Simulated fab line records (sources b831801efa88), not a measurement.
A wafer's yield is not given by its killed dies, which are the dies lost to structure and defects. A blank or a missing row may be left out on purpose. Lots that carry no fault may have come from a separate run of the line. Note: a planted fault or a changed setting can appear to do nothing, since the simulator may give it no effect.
fab line records    flow sky130
record: lots: 6  wafers: 18  last_day: 50
route steps=708 shown PWDE@55 NWELL@56 VT_ADJUST_HVTP@85 PAD_OPEN@708
lots untouched by any fault: they come from a run of this same line in which no faults occurred
start_h: start of the lot's first displayed wafer, in hours after the record's first day    wait_h: hours from the lot's prior step to this one    " the same as in the row above    L1.1+2: a row that stands for several wafers    - either no value or no given start    * or withheld: withheld    < > ~ a bound
route shown NAME@n: names a module that has steps shown in the file, with the first one's number in the route    usual: mean/standard deviation taken from wafers without a fault    same: alike in all rows    chamber/n: place in a boat    sites: readings site by site    _std_site: the standard deviation of these    _edge_site: mean of outer sites minus mean of inner sites    radius_mm: for every site, how far away it sits from the centre of the wafer    mask NAME#n: copy n    behind: the most recent tool/chamber to have shaped the wafer    hold: why the lot was held/for how many hours/how that ended    device: transistor that didn't switch, given as n, p or np    end of line: the same wafers' tests at the end of the route    where a step has no rows: the recipe by itself    killed: dies lost to structure and defects at the first sort, not the wafer's yield    map: dies across one wafer; x = killed, . = not, _ = none there
set.NAME: the setting as run; set.NAME@STEP: as run at that earlier step    model.NAME: the simulator's own value behind a step, which no gauge read
certain route steps with their lots: each step a table, each wafer a row
services: a tool's chamber out of use, with start hour (start_h, from the record's first day; less than 0 if before it), hours out, and reason
== steps ==
step: SKY_PWDE_TW_MEAS_10
usual: PWDE_TW: 372.4/2
lot.wafer  tool           chamber  start_h  wait_h  PWDE_TW
L884.1     film_metro-01  -        78.55    0.1     373.9
L884.3     "              -        "        "       374.0
L884.5     "              -        "        "       374.7
L885.2     film_metro-03  -        85.76    0.1     374.5
L885.4     "              -        "        "       373.9
L885.6     "              -        "        "       372.8
L886.1     film_metro-04  -        88.50    0.1     371.1
L886.3     "              -        "        "       369.3
L886.6     "              -        "        "       371.0
L892.1     film_metro-04  -        125.25   0.1     372.1
L892.2     "              -        "        "       372.8
L892.6     "              -        "        "       370.5
L901.1     film_metro-04  -        178.00   0.1     370.4
L901.3     "              -        "        "       373.2
L901.5     "              -        "        "       372.3
L902.1     film_metro-04  -        182.45   0.1     374.1
L902.4     "              -        "        "       370.1
L902.5     "              -        "        "       371.8
step: SKY_NWELL_DEHYDRATE_03
recipe: temp_c: 200  time_s: 60
step: SKY_NWELL_HMDS_04
recipe: prime_time_s: 60  prime_temp_c: 120
step: SKY_NWELL_COAT_05
recipe: spin_rpm: 2000  resist_thk_nm: 3000
step: SKY_NWELL_SOFTBAKE_06
recipe: temp_c: 110  time_s: withheld
step: SKY_NWELL_EXPOSE_07
recipe: mask_id: NWM  na: 0.6  source_shape: conventional  sigma_outer: 0.6  polarization: unpolarized  target_cd_nm: 840  dose_mj: 255
step: SKY_NWELL_PEB_08
recipe: temp_c: 115  time_s: withheld
step: SKY_NWELL_DEVELOP_09
recipe: wall_angle_deg: 90  developer: TMAH  develop_time_s: 60  dev_temp_c: 23
step: SKY_NWELL_OVL_MEAS_10
usual: NWELL_00_OVL: 0.4/1.5
lot.wafer  tool        chamber  start_h  wait_h  NWELL_00_OVL[nm]
L884.1     overlay-02  -        96.14    -       0.4
L884.3     "           -        "        "       0.1
L884.5     "           -        "        "       -2.5
L885.2     overlay-02  -        103.29   -       2.2
L885.4     "           -        "        "       1.1
L885.6     "           -        "        "       2.1
L886.1     overlay-01  -        106.44   -       -1.1
L886.3     "           -        "        "       0.6
L886.6     "           -        "        "       -0.8
L892.1     overlay-02  -        143.89   -       -0.3
L892.2     "           -        "        "       -1.0
L892.6     "           -        "        "       0.9
L901.1     overlay-01  -        198.34   -       2.5
L901.3     "           -        "        "       1.6
L901.5     "           -        "        "       1.4
L902.1     overlay-01  -        202.89   -       0.0
L902.4     "           -        "        "       0.6
L902.5     "           -        "        "       -0.7
step: SKY_NWELL_IMPLANT_11
recipe: species: P  energy_kev: 400  dose_cm2: 1.9e+13  tilt_deg: withheld
step: SKY_NWELL_IMPLANT_12
recipe: species: P  energy_kev: 120  dose_cm2: 1.3e+12  tilt_deg: withheld
step: SKY_NWELL_IMPLANT_13
recipe: species: P  energy_kev: 50  dose_cm2: 7e+11  tilt_deg: withheld
step: SKY_NWELL_STRIP_14
recipe: chemistry: O2/N2  power_w: 1400  pressure_mtorr: 1500  platen_temp_c: withheld  o2_flow_sccm: 3000  n2_flow_sccm: 300  overash_fraction: 0.5
usual: drypump_motor_current_A: 5.6/0.68  oes_product_au: 0.722/0.0049  strip_time_to_endpoint_s: 36.94/0.1
lot.wafer  tool             chamber  start_h  wait_h  drypump_motor_current_A  oes_product_au  rf_hours_counter_h  strip_time_to_endpoint_s
L884.1     plasma_asher-02  0        96.62    0.1     5.8                      0.719           41                  36.85
L884.3     "                0        "        "       5.8                      0.723           -                   36.86
L884.5     "                1        "        "       6.4                      0.718           -                   36.82
L885.2     plasma_asher-04  0        103.77   0.1     6.3                      0.725           43                  37.04
L885.4     "                1        "        "       4.9                      0.715           -                   37.06
L885.6     "                1        "        "       4.9                      0.718           -                   36.98
L886.1     plasma_asher-04  1        106.92   0.1     5.0                      0.720           43                  37.00
L886.3     "                0        "        "       6.3                      0.708           -                   37.06
L886.6     "                0        "        "       6.3                      0.721           -                   36.98
L892.1     plasma_asher-01  0        144.37   0.1     4.8                      0.722           48                  36.99
L892.2     "                1        "        "       5.0                      0.731           48                  37.00
L892.6     "                1        "        "       5.0                      0.721           -                   36.93
L901.1     plasma_asher-02  1        198.82   0.1     6.5                      0.723           50                  37.13
L901.3     "                0        "        "       5.8                      0.727           -                   36.98
L901.5     "                1        "        "       6.5                      0.719           -                   37.08
L902.1     plasma_asher-02  1        203.37   0.1     6.5                      0.718           51                  36.97
L902.4     "                1        "        "       6.4                      0.730           -                   37.03
L902.5     "                0        "        "       5.8                      0.732           -                   36.98
step: SKY_NWELL_TW_MEAS_15
usual: NWELL_TW: 1818/10
lot.wafer  tool           chamber  start_h  wait_h  NWELL_TW
L884.1     film_metro-01  -        96.72    0.1     1826
L884.3     "              -        "        "       1829
L884.5     "              -        "        "       1831
L885.2     film_metro-01  -        103.88   0.1     1828
L885.4     "              -        "        "       1827
L885.6     "              -        "        "       1827
L886.1     film_metro-03  -        107.02   0.1     1817
L886.3     "              -        "        "       1824
L886.6     "              -        "        "       1819
L892.1     film_metro-01  -        144.47   0.1     1801
L892.2     "              -        "        "       1802
L892.6     "              -        "        "       1810
L901.1     film_metro-03  -        198.92   0.1     1835
L901.3     "              -        "        "       1832
L901.5     "              -        "        "       1836
L902.1     film_metro-04  -        203.47   0.1     1812
L902.4     "              -        "        "       1810
L902.5     "              -        "        "       1813
step: SKY_NWELL_DEHYDRATE_16
recipe: temp_c: 200  time_s: 60
step: SKY_NWELL_HMDS_17
recipe: prime_time_s: 60  prime_temp_c: 120
step: SKY_NWELL_COAT_18
recipe: spin_rpm: 2000  resist_thk_nm: 3000
step: SKY_NWELL_SOFTBAKE_19
recipe: temp_c: 110  time_s: withheld
step: SKY_NWELL_EXPOSE_20
recipe: mask_id: NWM_COMPLEMENT  na: 0.6  source_shape: conventional  sigma_outer: 0.6  polarization: unpolarized  target_cd_nm: 840  dose_mj: 260
step: SKY_NWELL_PEB_21
recipe: temp_c: 115  time_s: withheld
step: SKY_NWELL_DEVELOP_22
recipe: wall_angle_deg: 90  developer: TMAH  develop_time_s: 60  dev_temp_c: 23
step: SKY_NWELL_OVL_MEAS_23
usual: NWELL_01_OVL: 0.7/1.2
lot.wafer  tool        chamber  start_h  wait_h  NWELL_01_OVL[nm]
L884.1     overlay-01  -        115.16   -       1.3
L884.3     "           -        "        "       1.7
L884.5     "           -        "        "       2.5
L885.2     overlay-02  -        122.82   -       -1.0
L885.4     "           -        "        "       -0.6
L885.6     "           -        "        "       -1.4
L886.1     overlay-02  -        125.96   -       1.2
L886.3     "           -        "        "       1.6
L886.6     "           -        "        "       0.4
L892.1     overlay-01  -        163.91   -       1.6
L892.2     "           -        "        "       2.7
L892.6     "           -        "        "       1.3
L901.1     overlay-02  -        219.36   -       1.4
L901.3     "           -        "        "       -0.4
L901.5     "           -        "        "       1.3
L902.1     overlay-02  -        224.91   -       -0.6
L902.4     "           -        "        "       0.0
L902.5     "           -        "        "       0.7
step: SKY_NWELL_IMPLANT_24
recipe: species: B  energy_kev: 140  dose_cm2: 9.2e+12  tilt_deg: withheld
step: SKY_NWELL_STRIP_25
recipe: chemistry: O2/N2  power_w: 1400  pressure_mtorr: 1500  platen_temp_c: withheld  o2_flow_sccm: 3000  n2_flow_sccm: 300  overash_fraction: 0.5
usual: drypump_motor_current_A: 5.7/0.64  oes_product_au: 0.722/0.0046  strip_time_to_endpoint_s: 36.92/0.12
lot.wafer  tool             chamber  start_h  wait_h  drypump_motor_current_A  oes_product_au  rf_hours_counter_h  strip_time_to_endpoint_s
L884.1     plasma_asher-01  0        115.37   0.1     4.8                      0.726           45                  37.00
L884.3     "                0        "        "       4.8                      0.727           -                   37.03
L884.5     "                0        "        "       4.8                      0.719           -                   37.06
L885.2     plasma_asher-02  0        123.00   0.1     5.8                      0.721           44                  36.83
L885.4     "                0        "        "       5.8                      0.725           -                   36.92
L885.6     "                0        "        "       5.8                      0.723           -                   36.72
L886.1     plasma_asher-01  0        126.15   0.1     4.8                      0.722           46                  36.98
L886.3     "                0        "        "       4.8                      0.725           -                   36.89
L886.6     "                0        "        "       4.8                      0.720           -                   36.79
L892.1     plasma_asher-02  1        164.10   0.1     6.4                      0.731           47                  36.78
L892.2     "                0        "        "       5.8                      0.716           47                  36.86
L892.6     "                0        "        "       5.8                      0.727           -                   36.85
L901.1     plasma_asher-01  0        219.55   0.1     4.8                      0.715           55                  37.05
L901.3     "                0        "        "       4.8                      0.728           -                   36.97
L901.5     "                0        "        "       4.8                      0.719           -                   37.03
L902.1     plasma_asher-04  0        225.10   0.1     6.4                      0.716           10                  36.84
L902.4     "                0        "        "       6.4                      0.720           -                   36.88
L902.5     "                1        "        "       5.0                      0.719           -                   36.85
step: SKY_NWELL_TW_MEAS_26
usual: NWELL_2_TW: 495.8/3
lot.wafer  tool           chamber  start_h  wait_h  NWELL_2_TW
L884.1     film_metro-01  -        115.47   0.1     497.9
L884.3     "              -        "        "       494.5
L884.5     "              -        "        "       494.1
L885.2     film_metro-01  -        123.11   0.1     494.1
L885.4     "              -        "        "       498.6
L885.6     "              -        "        "       494.5
L886.1     film_metro-03  -        126.25   0.1     498.0
L886.3     "              -        "        "       496.7
L886.6     "              -        "        "       497.2
L892.1     film_metro-03  -        164.20   0.1     499.1
L892.2     "              -        "        "       496.4
L892.6     "              -        "        "       498.2
L901.1     film_metro-03  -        219.65   0.1     493.5
L901.3     "              -        "        "       493.7
L901.5     "              -        "        "       494.3
L902.1     film_metro-04  -        225.20   0.1     495.3
L902.4     "              -        "        "       491.8
L902.5     "              -        "        "       494.0
step: SKY_NWELL_CLEAN_27
recipe: chemistry: SC1/SC2  mix: 1:4:20  temp_c: 70  time_s: 150  dry: n2_spin
step: SKY_NWELL_RTA_28
recipe: temp_c: 1050  time_s: 30  idle_temp_c: 650  ramp_up_c_per_s: 150  ramp_down_c_per_s: 90  ambient: N2
usual: lamp_power_pct: 25.30/0.054  wafer_temp_C_max: 1055.0/0.93
lot.wafer  tool           chamber  start_h  wait_h  lamp_power_pct  wafer_temp_C_max
L884.1     rtp_anneal-02  0        115.58   0.0     25.30           1054.3
L884.3     "              0        "        "       25.32           1055.4
L884.5     "              0        "        "       25.29           1055.0
L885.2     rtp_anneal-01  0        123.22   0.0     25.35           1054.7
L885.4     "              0        "        "       25.30           1057.0
L885.6     "              0        "        "       25.33           1056.4
L886.1     rtp_anneal-02  0        126.36   0.0     25.29           1056.0
L886.3     "              0        "        "       25.34           1053.9
L886.6     "              0        "        "       25.36           1055.3
L892.1     rtp_anneal-01  0        164.31   0.0     25.44           1054.7
L892.2     "              0        "        "       25.28           1053.6
L892.6     "              0        "        "       25.29           1054.7
L901.1     rtp_anneal-02  0        219.76   0.0     25.26           1054.8
L901.3     "              0        "        "       25.24           1055.6
L901.5     "              0        "        "       25.42           1054.4
L902.1     rtp_anneal-01  0        225.31   0.0     25.22           1056.3
L902.4     "              0        "        "       25.40           1054.2
L902.5     "              0        "        "       25.27           1055.0
step: SKY_NWELL_RS_MEAS_29
recipe: thk_meas_gauge: four-point-probe
usual: NWELL_RS: 623.6/1.5
lot.wafer  tool           chamber  start_h  wait_h  NWELL_RS[ohm/sq]
L884.1     film_metro-01  -        115.68   0.1     626.1
L884.3     "              -        "        "       627.5
L884.5     "              -        "        "       625.7
L885.2     film_metro-04  -        123.33   0.1     621.5
L885.4     "              -        "        "       620.7
L885.6     "              -        "        "       621.7
L886.1     film_metro-04  -        126.46   0.1     622.1
L886.3     "              -        "        "       621.5
L886.6     "              -        "        "       621.9
L892.1     film_metro-04  -        164.41   0.1     626.9
L892.2     "              -        "        "       625.2
L892.6     "              -        "        "       625.0
L901.1     film_metro-04  -        219.86   0.1     621.4
L901.3     "              -        "        "       622.4
L901.5     "              -        "        "       623.6
L902.1     film_metro-03  -        225.41   0.1     624.2
L902.4     "              -        "        "       623.6
L902.5     "              -        "        "       624.4
step: SKY_NWELL_RS_MEAS_31
recipe: thk_meas_gauge: four-point-probe
usual: PWDE_RS: 5269/24
lot.wafer  tool           chamber  start_h  wait_h  PWDE_RS[ohm/sq]
L884.1     film_metro-01  -        115.92   0.1     5281
L884.3     "              -        "        "       5289
L884.5     "              -        "        "       5302
L885.2     film_metro-04  -        123.57   0.1     5274
L885.4     "              -        "        "       5254
L885.6     "              -        "        "       5277
L886.1     film_metro-04  -        126.70   0.1     5300
L886.3     "              -        "        "       5266
L886.6     "              -        "        "       5255
L892.1     film_metro-04  -        164.65   0.1     5271
L892.2     "              -        "        "       5306
L892.6     "              -        "        "       5282
L901.1     film_metro-04  -        220.10   0.1     5265
L901.3     "              -        "        "       5292
L901.5     "              -        "        "       5292
L902.1     film_metro-03  -        225.65   0.1     5241
L902.4     "              -        "        "       5241
L902.5     "              -        "        "       5254
step: SKY_VT_ADJUST_HVTP_DEHYDRATE_00
recipe: temp_c: 200  time_s: 60
step: SKY_VT_ADJUST_HVTP_HMDS_01
recipe: prime_time_s: 58.52  prime_temp_c: 120
step: SKY_VT_ADJUST_HVTP_COAT_02
recipe: resist: NOVOLAK  spin_rpm: 3000  resist_thk_nm: 1140
step: SKY_VT_ADJUST_HVTP_SOFTBAKE_03
recipe: temp_c: 90  time_s: 60  resist: NOVOLAK
step: SKY_VT_ADJUST_HVTP_EXPOSE_04
recipe: mask_id: HVTPM  na: 0.6  source_shape: conventional  sigma_outer: 0.6  polarization: unpolarized  target_cd_nm: 380  dose_mj: 140
step: SKY_VT_ADJUST_HVTP_PEB_05
recipe: temp_c: withheld  time_s: *  resist: NOVOLAK
step: SKY_VT_ADJUST_HVTP_DEVELOP_06
recipe: resist: NOVOLAK  developer: TMAH  develop_time_s: 60  dev_temp_c: 23
step: SKY_VT_ADJUST_HVTP_CD_MEAS_07
recipe: target_cd_nm: 380
usual: cd_nm: 380.4/2.6
lot.wafer  tool       chamber  start_h  wait_h  cd_nm
L884.1     cd_sem-02  -        134.59   0.1     377.3
L884.3     "          -        "        "       376.5
L884.5     "          -        "        "       377.5
L885.2     cd_sem-01  -        142.01   0.1     382.6
L885.4     "          -        "        "       382.1
L885.6     "          -        "        "       382.5
L886.1     cd_sem-01  -        145.44   0.1     377.7
L886.3     "          -        "        "       382.1
L886.6     "          -        "        "       380.6
L892.1     cd_sem-02  -        185.06   0.1     382.3
L892.2     "          -        "        "       383.3
L892.6     "          -        "        "       382.8
L901.1     cd_sem-01  -        243.26   0.1     381.6
L901.3     "          -        "        "       383.7
L901.5     "          -        "        "       384.1
L902.1     cd_sem-02  -        247.89   0.1     382.0
L902.4     "          -        "        "       381.0
L902.5     "          -        "        "       382.9
step: SKY_VT_ADJUST_HVTP_OVL_MEAS_08
usual: VT_ADJUST_HVTP_OVL: -0.1/1.4
lot.wafer  tool        chamber  start_h  wait_h  VT_ADJUST_HVTP_OVL[nm]
L884.1     overlay-01  -        134.71   0.1     1.7
L884.3     "           -        "        "       1.3
L884.5     "           -        "        "       1.5
L885.2     overlay-01  -        142.11   0.1     -1.4
L885.4     "           -        "        "       0.1
L885.6     "           -        "        "       0.3
L886.1     overlay-01  -        145.56   0.1     0.7
L886.3     "           -        "        "       -0.1
L886.6     "           -        "        "       -0.6
L892.1     overlay-02  -        185.18   0.1     -1.7
L892.2     "           -        "        "       -1.4
L892.6     "           -        "        "       -1.5
L901.1     overlay-02  -        243.38   0.1     -1.6
L901.3     "           -        "        "       -0.3
L901.5     "           -        "        "       0.2
L902.1     overlay-01  -        248.01   0.1     1.3
L902.4     "           -        "        "       0.6
L902.5     "           -        "        "       1.0
step: SKY_VT_ADJUST_HVTP_IMPLANT_09
recipe: species: As  energy_kev: 150  dose_cm2: 4.3e+12  tilt_deg: withheld
step: SKY_VT_ADJUST_HVTP_STRIP_10
recipe: chemistry: O2/N2  power_w: 1400  pressure_mtorr: 1500  platen_temp_c: withheld  o2_flow_sccm: 3000  n2_flow_sccm: 300  overash_fraction: 0.5
usual: drypump_motor_current_A: 5.5/0.64  oes_product_au: 0.715/0.0044  strip_time_to_endpoint_s: 14.17/0.045
lot.wafer  tool             chamber  start_h  wait_h  drypump_motor_current_A  oes_product_au  rf_hours_counter_h  strip_time_to_endpoint_s
L884.1     plasma_asher-01  0        134.89   0.1     4.8                      0.718           47                  14.23
L884.3     "                1        "        "       5.0                      0.715           -                   14.19
L884.5     "                0        "        "       4.8                      0.712           -                   14.22
L885.2     plasma_asher-03  0        142.29   0.1     6.0                      0.716           34                  14.11
L885.4     "                1        "        "       6.0                      0.714           -                   14.15
L885.6     "                1        "        "       6.0                      0.714           -                   14.12
L886.1     plasma_asher-01  0        145.74   0.1     4.8                      0.722           48                  14.28
L886.3     "                0        "        "       4.9                      0.710           -                   14.23
L886.6     "                1        "        "       5.0                      0.714           -                   14.21
L892.1     plasma_asher-04  1        185.37   0.1     4.9                      0.717           7                   14.24
L892.2     "                0        "        "       6.4                      0.722           7                   14.23
L892.6     "                0        "        "       6.4                      0.713           -                   14.22
L901.1     plasma_asher-03  0        243.57   0.1     6.0                      0.725           44                  14.24
L901.3     "                1        "        "       6.0                      0.713           -                   14.25
L901.5     "                1        "        "       6.0                      0.720           -                   14.23
L902.1     plasma_asher-04  0        248.19   0.1     6.3                      0.715           12                  14.27
L902.4     "                0        "        "       6.3                      0.710           -                   14.26
L902.5     "                1        "        "       4.9                      0.716           -                   14.23
step: SKY_VT_ADJUST_HVTP_TW_MEAS_11
usual: VT_ADJUST_HVTP_TW: 1354/8.7
lot.wafer  tool           chamber  start_h  wait_h  VT_ADJUST_HVTP_TW
L884.1     film_metro-04  -        134.99   0.1     1350
L884.3     "              -        "        "       1349
L884.5     "              -        "        "       1353
L885.2     film_metro-01  -        142.40   0.1     1344
L885.4     "              -        "        "       1342
L885.6     "              -        "        "       1351
L886.1     film_metro-01  -        145.84   0.1     1341
L886.3     "              -        "        "       1355
L886.6     "              -        "        "       1357
L892.1     film_metro-02  -        185.47   0.1     1365
L892.2     "              -        "        "       1373
L892.6     "              -        "        "       1363
L901.1     film_metro-02  -        243.71   0.1     1357
L901.3     "              -        "        "       1358
L901.5     "              -        "        "       1358
L902.1     film_metro-04  -        248.29   0.1     1346
L902.4     "              -        "        "       1344
L902.5     "              -        "        "       1348
step: SKY_PAD_OPEN_PROBE_99
usual: killed_at_M0_to_M3: 42/7.6  killed_at_M4_up: 3.4/2  killed_at_contacts: 24/5.9  killed_at_front_end: 16/4.5  killed_at_other: 0.4/0.58  killed_dies: 86/10  killed_open: 47/7.6  killed_short: 39/6.7
same: gross_dies: 492  killed_at_back_side: 0
lot.wafer  tool       chamber  start_h  wait_h  killed_at_M0_to_M3  killed_at_M4_up  killed_at_contacts  killed_at_front_end  killed_at_other  killed_dies  killed_open  killed_short
L884.1     prober-02  -        1087.28  0.1     50                  3                17                  25                   1                96           44           49
L884.3     prober-02  -        1087.38  0.2     33                  2                36                  17                   0                88           54           33
L884.5     prober-02  -        1087.48  0.2     50                  4                24                  17                   0                95           53           40
L885.2     prober-02  -        1096.83  0.1     41                  2                30                  19                   1                93           46           46
L885.4     prober-02  -        1096.93  0.2     46                  3                26                  12                   0                87           51           34
L885.6     prober-02  -        1097.03  0.2     41                  8                31                  24                   1                105          54           47
L886.1     prober-02  -        1102.68  0.1     41                  2                16                  17                   0                76           46           29
L886.3     prober-02  -        1102.78  0.2     57                  4                30                  11                   0                102          47           55
L886.6     prober-02  -        1102.93  0.2     33                  0                23                  16                   0                72           43           29
L892.1     prober-02  -        1137.53  0.1     30                  1                27                  22                   1                81           42           39
L892.2     prober-02  -        1137.58  0.1     47                  3                22                  9                    1                82           42           40
L892.6     prober-02  -        1137.78  0.2     44                  3                22                  14                   0                83           46           35
L901.3     prober-02  -        1183.18  0.2     34                  0                14                  51                   0                99           37           36
L902.5     prober-02  -        1193.43  0.2     45                  0                28                  37                   1                111          51           28
killed by level:class
L884.1 VIA1:geometric_particle:open=12 FIELD_ISO:geometric_particle:short=7 METAL2:geometric_particle:short=7 VIA2:geometric_particle:open=6 LOCAL_INTERCONNECT:geometric_particle:short=5 CONTACT:geometric_particle:open=5 METAL1:geometric_particle:short=5 VIA3:geometric_particle:short=5
L884.3 CONTACT:geometric_particle:open=19 VIA1:geometric_particle:open=9 LI_CONTACT:geometric_particle:open=7 FIELD_ISO:geometric_particle:short=5 VIA3:geometric_particle:short=5 FIELD_ISO:geometric_particle:open=4 LI_CONTACT:geometric_particle:short=4 LOCAL_INTERCONNECT:geometric_particle:short=3
L884.5 VIA1:geometric_particle:open=14 CONTACT:geometric_particle:open=7 CONTACT:geometric_particle:short=6 POLY_GATE:geometric_particle:short=6 LI_CONTACT:geometric_particle:open=6 VIA3:geometric_particle:open=6 METAL1:geometric_particle:short=5 VIA1:geometric_particle:short=5
L885.2 LI_CONTACT:geometric_particle:open=12 VIA3:geometric_particle:open=9 VIA1:geometric_particle:open=8 METAL2:geometric_particle:short=6 LOCAL_INTERCONNECT:geometric_particle:short=6 POLY_GATE:geometric_particle:short=5 LI_CONTACT:geometric_particle:short=5 CONTACT:geometric_particle:open=5
L885.4 CONTACT:geometric_particle:open=11 VIA1:geometric_particle:open=10 VIA3:geometric_particle:open=8 VIA2:geometric_particle:open=6 LI_CONTACT:geometric_particle:open=5 CONTACT:geometric_particle:short=5 VIA3:geometric_particle:short=5 FIELD_ISO:geometric_particle:open=4
L885.6 CONTACT:geometric_particle:open=11 VIA1:geometric_particle:open=11 VIA3:geometric_particle:open=9 FIELD_ISO:geometric_particle:short=7 LOCAL_INTERCONNECT:geometric_particle:short=6 POLY_GATE:geometric_particle:short=5 POLY_GATE:geometric_particle:open=5 LI_CONTACT:geometric_particle:open=5
L886.1 VIA1:geometric_particle:open=10 VIA2:geometric_particle:open=7 VIA3:geometric_particle:open=6 CONTACT:geometric_particle:open=5 METAL2:geometric_particle:short=5 LI_CONTACT:geometric_particle:open=4 METAL1:geometric_particle:short=4 FIELD_ISO:geometric_particle:short=3
L886.3 VIA1:geometric_particle:open=17 VIA1:geometric_particle:short=10 LI_CONTACT:geometric_particle:short=7 LOCAL_INTERCONNECT:geometric_particle:short=7 CONTACT:geometric_particle:short=6 VIA2:geometric_particle:open=6 VIA3:geometric_particle:open=5 FIELD_ISO:geometric_particle:short=4
L886.6 CONTACT:geometric_particle:open=10 VIA1:geometric_particle:open=10 FIELD_ISO:geometric_particle:open=6 LI_CONTACT:geometric_particle:open=6 FIELD_ISO:geometric_particle:short=5 METAL2:geometric_particle:short=5 VIA3:geometric_particle:open=5 LOCAL_INTERCONNECT:geometric_particle:short=4
L892.1 CONTACT:geometric_particle:open=11 POLY_GATE:geometric_particle:short=7 VIA3:geometric_particle:open=7 LI_CONTACT:geometric_particle:open=6 VIA1:geometric_particle:open=6 FIELD_ISO:geometric_particle:short=5 FIELD_ISO:geometric_particle:open=5 METAL2:geometric_particle:short=5
L892.2 VIA1:geometric_particle:open=9 CONTACT:geometric_particle:open=8 LOCAL_INTERCONNECT:geometric_particle:short=7 METAL2:geometric_particle:short=6 LI_CONTACT:geometric_particle:open=6 METAL1:geometric_particle:short=6 VIA2:geometric_particle:open=6 VIA1:geometric_particle:short=4
L892.6 VIA1:geometric_particle:open=13 VIA2:geometric_particle:open=7 METAL2:geometric_particle:short=7 FIELD_ISO:geometric_particle:open=5 POLY_GATE:geometric_particle:open=5 CONTACT:geometric_particle:short=5 CONTACT:geometric_particle:open=5 VIA1:geometric_particle:short=5
L901.3 NWELL:unspecified=26 VIA1:geometric_particle:open=7 POLY_GATE:geometric_particle:short=6 FIELD_ISO:geometric_particle:short=5 FIELD_ISO:geometric_particle:open=5 POLY_GATE:geometric_particle:open=5 VIA3:geometric_particle:short=4 CONTACT:geometric_particle:open=4
L902.5 NWELL:unspecified=31 VIA1:geometric_particle:open=15 CONTACT:geometric_particle:open=11 VIA3:geometric_particle:open=8 CONTACT:geometric_particle:short=5 VIA2:geometric_particle:open=5 LI_CONTACT:geometric_particle:open=5 LI_CONTACT:geometric_particle:short=4
map L901.3 (x killed, . not)
__________..x..xxxxx_________
________....x.xxxxxxxx_______
______...xx.x...xxxxxxxx_____
_____.x.x..x..x..xxxxxx..____
____.x...x.....x...x...x..___
___.x....x...x.....x.x.x...__
__...........x.............._
_.x....x.........x.....xx....
_x.............x...........xx
_x.......x....x..........x...
_............x..x.......xx...
_.......x......x....x.x..x.x.
_.........x......x...........
_......x.x.x..x...........x..
_..x......x..................
__..x.......x..............._
___.x..x.x....x..x.........__
____.xx.......x....x.....x___
_____...........x..x....x____
______...x...........x.._____
________x............._______
__________..x......._________
map L902.5 (x killed, . not)
__________x..xxxxxxx_________
________x......xxxxxxx_______
______.......x..xxxxxxxx_____
_____...xx......xxxxxxx..____
____.x..........x.x.x..x..___
___x.x..x.....x.x.......x..__
__..x.....x..xx..x....x.x..x_
_....xx.x.....x..............
_.......x..........x..x......
_....xxx....xx............xx.
_...x....x..........x......x.
_....x.x.x........x..x..x.x..
_...............x......x.x..x
_.....x..xxx..x..xx...x......
_.......x..x..x.......xx.....
__............x...x........x_
___..............x.........__
____.....x........xx......___
_____x.......x........x..____
______x................x_____
________.............x_______
__________..x.x.x..._________
== services ==
tool             chamber  start_h  hours  kind
plasma_asher-04  -        108.75   9.0    pm
plasma_asher-04  0        108.75   9.0    vent_cycle
plasma_asher-04  1        108.75   9.0    vent_cycle
plasma_asher-04  0        117.75   -      clean
plasma_asher-04  1        117.75   -      clean
plasma_asher-03  -        124.72   0.8    repair
plasma_asher-04  -        129.69   4.3    repair
plasma_asher-02  -        136.99   0.6    repair
plasma_asher-02  -        139.60   2.8    repair
plasma_asher-02  -        167.38   2.8    pm
plasma_asher-04  -        189.91   2.8    pm
== key ==
first_sign: step: SKY_PAD_OPEN_PROBE_99  reading: killed_at_front_end  direction: up  sigmas: 6.3  usual: 16  struck: 44
effect none on later readings
met_at SKY_NWELL_STRIP_14
struck_wafers L901.3,L902.5
tester_left_out L901,L902
onset_between 96.62 198.82
fault: kind: chamber_particle_source  tool: plasma_asher-02  chamber: 0  onset_h: 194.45  steps: SKY_NWELL_STRIP_14  rate_per_visit_cm2: 1.0816  end_h: 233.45
tester_left_out: of these lots the tester's yield and bins aren't shown, on N5 and GAA mostly nor the transistor test; their killed dies are dies lost to structure and defects alone, not to doping, threshold or leakage, so they don't give the yield
